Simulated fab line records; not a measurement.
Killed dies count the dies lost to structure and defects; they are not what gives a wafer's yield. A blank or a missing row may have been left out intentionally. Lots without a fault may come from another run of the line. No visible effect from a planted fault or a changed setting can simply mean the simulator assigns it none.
Check for tools in common ; flow sky130 ; 48 wafers sampled across 14 lots

== REASON FOR OPENING ==
At SKY_LDD_LDN_TW_MEAS_13 the reading LDD_LDN_TW is flagged on 2 of 14 lots. Fault-free wafers read 1470, with a standard deviation of 12.
Rule: a lot is flagged when every wafer of it that has a number lies more than 4 standard deviations from that mean, or none has a number. As for the other lots, they are considered sound.

lot;measured;on;LDD_LDN_TW, wafer by wafer;flag
L724;day 23 15:02;film_metro-04;1477 1477 1475;
L725;day 23 16:25;film_metro-03;1447 1459 1449;
L726;day 23 23:31;film_metro-03;1452 1460 1454;
L728;day 24 20:09;film_metro-02;1477 1482 1488;
L730;day 25 06:43;film_metro-04;1470 1465 1472;
L731;day 25 17:42;film_metro-02;1496 1493 1489;
L732;day 25 20:22;film_metro-02;1476 1489 1495;
L734;day 26 13:33;film_metro-02;1481 1485 1482;
L735;day 26 23:08;film_metro-02;1492 1485 1483;
L737;day 27 07:01;film_metro-03;1457 1464 1454;
L742;day 29 08:17;film_metro-04;1345 1352 1346 1348 1341 1345;FLAGGED
L743;day 29 16:03;film_metro-04;1349 1346 1341 1349 1344 1342;FLAGGED
L746;day 30 13:19;film_metro-04;1470 1473 1472;
L747;day 30 16:40;film_metro-04;1475 1474 1476;
The mean of the flagged lots' numbers is 1346, -124 from the usual (-10 standard deviations).

== LOT BY LOT: THE TOOL USED ==
The record holds 1 process step before the reading, out of a route of 708 steps. Every cell lists first the tool, next ch and the chambers used by the sampled wafers, and last the start.
lot;flag;SKY_LDD_LDN_IMPLANT_10
L724;;implanter-01 ch 0, day 23 14:40
L725;;implanter-04 ch 0, day 23 16:01
L726;;implanter-04 ch 0, day 23 23:08
L728;;implanter-01 ch 0, day 24 19:45
L730;;implanter-04 ch 0, day 25 06:19
L731;;implanter-02 ch 0, day 25 17:16
L732;;implanter-02 ch 0, day 25 19:59
L734;;implanter-04 ch 0, day 26 13:11
L735;;implanter-02 ch 0, day 26 22:44
L737;;implanter-01 ch 0, day 27 06:37
L742;FLAGGED;implanter-04, day 29 07:49
L743;FLAGGED;implanter-01, day 29 15:41
L746;;implanter-02 ch 0, day 30 12:56
L747;;implanter-01 ch 0, day 30 16:16
These steps, and what they do:
- SKY_LDD_LDN_IMPLANT_10
- SKY_LDD_LDN_TW_MEAS_13

== FLAGGED OVER TOTAL, TOOL BY TOOL (the gauges that took the reading come last) ==
step;tool;lots run;flagged;share of the flagged lots;sound lots run after its first flagged lot
SKY_LDD_LDN_IMPLANT_10;implanter-01;5;1;some;1 (L747)
SKY_LDD_LDN_IMPLANT_10;implanter-02;4;0;none;-
SKY_LDD_LDN_IMPLANT_10;implanter-04;5;1;some;0
SKY_LDD_LDN_TW_MEAS_13;film_metro-02;5;0;none;-
SKY_LDD_LDN_TW_MEAS_13;film_metro-03;3;0;none;-
SKY_LDD_LDN_TW_MEAS_13;film_metro-04;6;2;all;2 (L746,L747)

== WHAT IS ALLOWED BY THE TABLE ==
In the table, 1 row covers all flagged lots: film_metro-04 at SKY_LDD_LDN_TW_MEAS_13.
- film_metro-04 at SKY_LDD_LDN_TW_MEAS_13 ran 6 lots, 2 of them flagged. Sound lots followed the first flagged one (L746, L747) on it, something a lasting fault affecting the whole tool could not allow.
There is no row in the table that ran each flagged lot and no sound lot after the first.

== WHAT WAS PUT IN BY THE SIMULATOR ==
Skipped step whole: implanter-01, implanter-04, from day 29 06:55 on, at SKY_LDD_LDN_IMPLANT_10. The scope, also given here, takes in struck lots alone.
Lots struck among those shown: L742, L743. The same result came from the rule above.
